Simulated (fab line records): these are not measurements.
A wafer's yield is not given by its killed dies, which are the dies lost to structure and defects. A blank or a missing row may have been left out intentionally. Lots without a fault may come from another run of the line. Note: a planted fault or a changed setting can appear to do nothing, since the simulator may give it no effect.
fab line records	flow sky130
record lots=13	wafers=39	last-day=50
route steps=708 shown VT_ADJUST_NCORE@127 SONOS_TUNNEL@162 SONOS_ONO@181 GATE_OXIDE@192
lots with no fault: from the same line, run without faults
start-h: start of the lot's first displayed wafer, in hours after the record's first day	wait-h: hours from the lot's prior step to this one	" the same as in the row above	L1.1+2: a row that stands for several wafers	- either no value or no given start	* or withheld: withheld	< > ~ a bound
route shown NAME@n: NAME is a module with steps in the file, n the number in the route of the first one	usual: mean/standard deviation taken from wafers without a fault	same: alike in all rows	chamber/n: place in a boat	sites: the reading at each site	_std_site: standard deviation of those values	_edge_site: outer sites' mean less inner sites'	radius-mm: how far each site lies from the wafer's centre	mask NAME#n: copy n	behind: the last tool/chamber to shape the wafer	hold: reason for holding the lot/hours on hold/outcome of the hold	device: names the non-switching transistor (n, p or np)	end of line: the route-end tests of the same wafers	a step given without rows: its recipe and nothing more	killed: dies that structure and defects cost at the first sort, which is not the same as the wafer's yield	map: the dies of a wafer, with x for killed, . for not killed, _ for no die there
set.NAME: setting as actually run; set.NAME@STEP: the setting as run at that earlier step	model.NAME: the simulator's own value behind a step, which no gauge read
a sample of lots followed through the steps of the route, with each step as a table and each wafer as a row
services: a tool's chamber out of use, with start hour (start-h, from the record's first day; less than 0 if before it), hours out, and reason
## steps
# step SKY_VT_ADJUST_NCORE_OVL_MEAS_08
# usual VT_ADJUST_NCORE_OVL=0.6/1.2
lot.wafer	tool	chamber	start-h	wait-h	VT_ADJUST_NCORE_OVL[nm]
L642.1	overlay-02	-	182.01	0.1	0.8
L642.4	"	-	"	"	1.2
L642.5	"	-	"	"	1.0
L643.3	overlay-01	-	186.32	0.1	0.6
L643.4	"	-	"	"	1.1
L643.5	"	-	"	"	-1.2
L644.3	overlay-02	-	197.22	0.1	0.2
L644.4	"	-	"	"	1.6
L644.6	"	-	"	"	-0.7
L645.1	overlay-01	-	201.31	0.1	1.3
L645.4	"	-	"	"	1.5
L645.6	"	-	"	"	-0.4
L646.2	overlay-01	-	210.93	0.1	-0.4
L646.4	"	-	"	"	-0.7
L646.6	"	-	"	"	-3.2
L647.2	overlay-02	-	213.93	0.1	1.8
L647.4	"	-	"	"	1.0
L647.5	"	-	"	"	0.9
L656.1	overlay-02	-	285.16	0.1	-1.6
L656.3	"	-	"	"	-0.1
L656.4	"	-	"	"	-1.3
L658.1	overlay-02	-	294.81	0.1	0.1
L658.3	"	-	"	"	-0.4
L658.4	"	-	"	"	0.1
L659.1	overlay-01	-	304.36	0.1	-0.2
L659.2	"	-	"	"	-0.4
L659.5	"	-	"	"	2.3
L660.1	overlay-01	-	313.51	0.1	-1.1
L660.3	"	-	"	"	1.0
L660.5	"	-	"	"	0.1
L663.4	overlay-02	-	336.69	0.1	1.2
L663.5	"	-	"	"	-0.5
L663.6	"	-	"	"	2.5
L664.2	overlay-02	-	343.11	0.1	0.7
L664.4	"	-	"	"	1.4
L664.6	"	-	"	"	0.7
L665.1	overlay-01	-	355.91	0.1	1.9
L665.4	"	-	"	"	1.3
L665.5	"	-	"	"	-0.3
# step SKY_SONOS_TUNNEL_OVL_MEAS_08
# usual SONOS_TUNNEL_OVL=0.0/1.2
lot.wafer	tool	chamber	start-h	wait-h	SONOS_TUNNEL_OVL[nm]
L642.1	overlay-02	-	249.76	0.1	-0.2
L642.4	"	-	"	"	1.6
L642.5	"	-	"	"	0.7
L643.3	overlay-02	-	253.87	0.1	-1.5
L643.4	"	-	"	"	-1.7
L643.5	"	-	"	"	0.3
L644.3	overlay-01	-	266.30	0.1	-0.8
L644.4	"	-	"	"	-0.2
L644.6	"	-	"	"	-2.1
L645.1	overlay-01	-	270.55	0.1	-2.1
L645.4	"	-	"	"	-1.4
L645.6	"	-	"	"	-0.1
L646.2	overlay-01	-	282.06	0.1	1.2
L646.4	"	-	"	"	0.3
L646.6	"	-	"	"	-0.4
L647.2	overlay-01	-	285.01	0.1	0.1
L647.4	"	-	"	"	1.5
L647.5	"	-	"	"	-1.5
L656.1	overlay-02	-	365.05	0.1	-0.8
L656.3	"	-	"	"	1.5
L656.4	"	-	"	"	-1.1
L658.1	overlay-02	-	375.50	0.1	-0.1
L658.3	"	-	"	"	-1.6
L658.4	"	-	"	"	0.3
L659.1	overlay-01	-	386.91	0.1	-2.0
L659.2	"	-	"	"	-0.9
L659.5	"	-	"	"	-0.3
L660.1	overlay-02	-	396.81	0.1	2.1
L660.3	"	-	"	"	-0.2
L660.5	"	-	"	"	1.2
L663.4	overlay-02	-	421.67	0.1	0.1
L663.5	"	-	"	"	-0.4
L663.6	"	-	"	"	-1.3
L664.2	overlay-01	-	429.61	0.1	-0.3
L664.4	"	-	"	"	1.4
L664.6	"	-	"	"	0.6
L665.1	overlay-01	-	444.35	0.1	1.2
L665.4	"	-	"	"	1.2
L665.5	"	-	"	"	-0.6
# step SKY_SONOS_ONO_CD_MEAS_13
# recipe target-cd-nm=410
# usual cd-nm=409.7/2.4
lot.wafer	tool	chamber	start-h	wait-h	cd-nm
L642.1	cd-sem-02	-	280.75	0.1	410.3
L642.4	"	-	"	"	409.4
L642.5	"	-	"	"	411.6
L643.3	cd-sem-01	-	284.49	0.1	411.3
L643.4	"	-	"	"	409.1
L643.5	"	-	"	"	408.3
L644.3	cd-sem-01	-	295.93	0.1	406.9
L644.4	"	-	"	"	406.0
L644.6	"	-	"	"	407.3
L645.1	cd-sem-02	-	301.19	0.1	406.8
L645.4	"	-	"	"	406.4
L645.6	"	-	"	"	408.0
L646.2	cd-sem-02	-	313.96	0.1	410.4
L646.4	"	-	"	"	412.1
L646.6	"	-	"	"	409.8
L647.2	cd-sem-02	-	317.41	0.1	409.7
L647.4	"	-	"	"	410.9
L647.5	"	-	"	"	410.3
L656.1	cd-sem-02	-	399.99	0.1	409.1
L656.3	"	-	"	"	410.2
L656.4	"	-	"	"	408.4
L658.1	cd-sem-02	-	409.94	0.1	406.1
L658.3	"	-	"	"	408.2
L658.4	"	-	"	"	407.5
L659.1	cd-sem-01	-	421.90	0.1	415.5
L659.2	"	-	"	"	415.1
L659.5	"	-	"	"	414.3
L660.1	cd-sem-01	-	432.14	0.1	408.4
L660.3	"	-	"	"	410.2
L660.5	"	-	"	"	407.3
L663.4	cd-sem-01	-	456.30	0.1	405.8
L663.5	"	-	"	"	405.6
L663.6	"	-	"	"	406.8
L664.2	cd-sem-02	-	468.15	0.1	412.2
L664.4	"	-	"	"	410.8
L664.6	"	-	"	"	408.6
L665.1	cd-sem-01	-	479.44	0.1	411.0
L665.4	"	-	"	"	410.5
L665.5	"	-	"	"	412.3
# step SKY_GATE_OXIDE_COAT_05
# recipe resist=NOVOLAK	spin-rpm=3000	resist-thk-nm=1140
# usual exhaust-pa=45.0/0.93
lot.wafer	tool	chamber	start-h	wait-h	exhaust-pa
L642.1	litho-track-03	0	296.43	0.1	46.3
L642.4	"	0	"	"	47.0
L642.5	"	0	"	"	46.0
L643.3	litho-track-03	0	299.68	0.1	44.4
L643.4	"	0	"	"	45.4
L643.5	"	0	"	"	44.8
L644.3	litho-track-02	0	311.59	0.1	44.4
L644.4	"	0	"	"	45.1
L644.6	"	0	"	"	43.5
L645.1	litho-track-03	0	317.78	0.1	46.3
L645.4	"	0	"	"	45.3
L645.6	"	0	"	"	45.7
L646.2	litho-track-03	0	329.26	0.1	43.9
L646.4	"	0	"	"	44.7
L646.6	"	0	"	"	46.6
L647.2	litho-track-01	0	332.33	0.1	45.1
L647.4	"	0	"	"	47.4
L647.5	"	0	"	"	46.1
L656.1	litho-track-01	0	418.05	0.1	44.3
L656.3	"	0	"	"	44.9
L656.4	"	0	"	"	46.0
L658.1	litho-track-03	0	427.13	0.1	43.5
L658.3	"	0	"	"	44.3
L658.4	"	0	"	"	44.4
L659.1	litho-track-02	0	440.24	0.1	44.3
L659.2	"	0	"	"	44.0
L659.5	"	0	"	"	44.0
L660.1	litho-track-02	0	449.59	0.1	44.8
L660.3	"	0	"	"	46.4
L660.5	"	0	"	"	44.3
L663.4	litho-track-02	0	474.26	0.1	45.9
L663.5	"	0	"	"	45.2
L663.6	"	0	"	"	44.9
L664.2	litho-track-03	0	484.86	0.1	45.5
L664.4	"	0	"	"	45.1
L664.6	"	0	"	"	46.1
L665.1	litho-track-03	0	496.18	0.1	44.5
L665.4	"	0	"	"	45.6
L665.5	"	0	"	"	44.0
# step SKY_GATE_OXIDE_STRIP_13
# recipe chemistry=O2/N2	power-w=1400	pressure-mtorr=1500	platen-temp-c=withheld	o2-flow-sccm=3000	n2-flow-sccm=300	overash-fraction=0.5
# usual drypump-motor-current-A=5.6/0.38	oes-product-au=0.716/0.0044	strip-time-to-endpoint-s=14.18/0.042
lot.wafer	tool	chamber	start-h	wait-h	drypump-motor-current-A	oes-product-au	rf-hours-counter-h	strip-time-to-endpoint-s
L642.1	plasma-asher-02	1	309.34	0.0	6.0	0.713	64	14.23
L642.4	"	0	"	"	5.9	0.714	-	14.23
L642.5	"	0	"	"	6.0	0.720	-	14.22
L643.3	plasma-asher-01	1	312.70	0.0	5.4	0.713	-	14.13
L643.4	"	0	"	"	5.2	0.709	-	14.11
L643.5	"	0	"	"	5.3	0.714	-	14.13
L644.3	plasma-asher-01	1	325.47	0.0	5.4	0.716	-	14.16
L644.4	"	0	"	"	5.2	0.716	-	14.17
L644.6	"	1	"	"	5.4	0.715	-	14.20
L645.1	plasma-asher-01	1	331.27	0.0	5.3	0.721	21	14.23
L645.4	"	0	"	"	5.2	0.717	-	14.19
L645.6	"	1	"	"	5.3	0.711	-	14.21
L646.2	plasma-asher-02	0	342.64	0.0	5.9	0.719	68	14.22
L646.4	"	1	"	"	6.0	0.718	-	14.23
L646.6	"	0	"	"	5.9	0.715	-	14.23
L647.2	plasma-asher-02	0	346.08	0.0	5.9	0.711	69	14.18
L647.4	"	1	"	"	5.9	0.714	-	14.16
L647.5	"	1	"	"	6.0	0.719	-	14.17
L656.1	plasma-asher-02	0	433.72	0.0	5.9	0.713	0	13.28
L656.3	"	0	"	"	6.0	0.722	-	14.17
L656.4	"	1	"	"	6.0	0.726	-	14.22
L658.1	plasma-asher-04	1	443.37	0.0	5.1	0.714	59	14.16
L658.3	"	1	"	"	5.1	0.722	-	14.18
L658.4	"	0	"	"	5.2	0.719	-	14.21
L659.1	plasma-asher-02	1	455.72	0.0	6.0	0.709	2	14.16
L659.2	"	0	"	"	5.9	0.715	2	14.11
L659.5	"	1	"	"	6.1	0.712	-	14.16
L660.1	plasma-asher-02	1	464.77	0.0	6.0	0.721	3	14.15
L660.3	"	0	"	"	5.9	0.713	-	14.14
L660.5	"	0	"	"	6.0	0.720	-	14.15
L663.4	plasma-asher-02	0	489.61	0.0	5.9	0.709	-	14.13
L663.5	"	1	"	"	6.0	0.714	-	14.17
L663.6	"	0	"	"	6.0	0.718	-	14.12
L664.2	plasma-asher-04	1	500.98	0.0	5.1	0.715	65	14.30
L664.4	"	0	"	"	5.2	0.709	-	14.25
L664.6	"	1	"	"	5.1	0.717	-	14.28
L665.1	plasma-asher-04	0	512.57	0.0	5.2	0.726	66	14.19
L665.4	"	1	"	"	5.1	0.717	-	14.20
L665.5	"	1	"	"	5.1	0.710	-	14.15
## services
tool	chamber	start-h	hours	kind
plasma-asher-01	-	289.07	0.7	repair
plasma-asher-04	-	309.96	15.6	pm
plasma-asher-04	-	337.80	6.6	repair
plasma-asher-01	-	369.56	6.1	repair
plasma-asher-02	-	384.97	1.9	repair
litho-track-03	-	401.62	-	consumable-replace:filter
plasma-asher-04	-	419.73	5.7	repair
plasma-asher-02	-	421.25	9.0	pm
plasma-asher-02	0	421.25	9.0	vent-cycle
plasma-asher-02	1	421.25	9.0	vent-cycle
plasma-asher-02	0	430.25	-	clean
plasma-asher-02	1	430.25	-	clean
plasma-asher-02	-	445.38	0.4	repair
plasma-asher-01	-	449.89	7.3	repair
plasma-asher-01	-	474.82	15.6	pm
plasma-asher-01	-	501.06	3.5	repair
plasma-asher-04	-	509.31	1.8	repair
plasma-asher-02	-	511.75	2.8	pm
## key
first-sign step=SKY_GATE_OXIDE_STRIP_13	reading=strip-time-to-endpoint-s	direction=down	sigmas=21	usual=*	struck=*
effect none on later readings
met-at SKY_GATE_OXIDE_COAT_05
struck-lots L656
struck-wafers L656.1
tester-left-out L656
not-acting-at SKY_VT_ADJUST_NCORE_OVL_MEAS_08,SKY_SONOS_TUNNEL_OVL_MEAS_08,SKY_SONOS_ONO_CD_MEAS_13
onset-between 332.33 418.05
fault kind=process-parameter-drift	tool=litho-track-01	chamber=-	onset-h=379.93	steps=SKY_GATE_OXIDE_COAT_05	channel=resist-thk-nm	offset=-77.739	shape=step	end-h=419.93	scope=struck-wafers-only	acts-in=these-recipes-only	stated=1140
# tester-left-out: of these lots the tester's yield and bins aren't shown, on N5 and GAA mostly nor the transistor test; their killed dies are dies lost to structure and defects alone, not to doping, threshold or leakage, so they don't give the yield
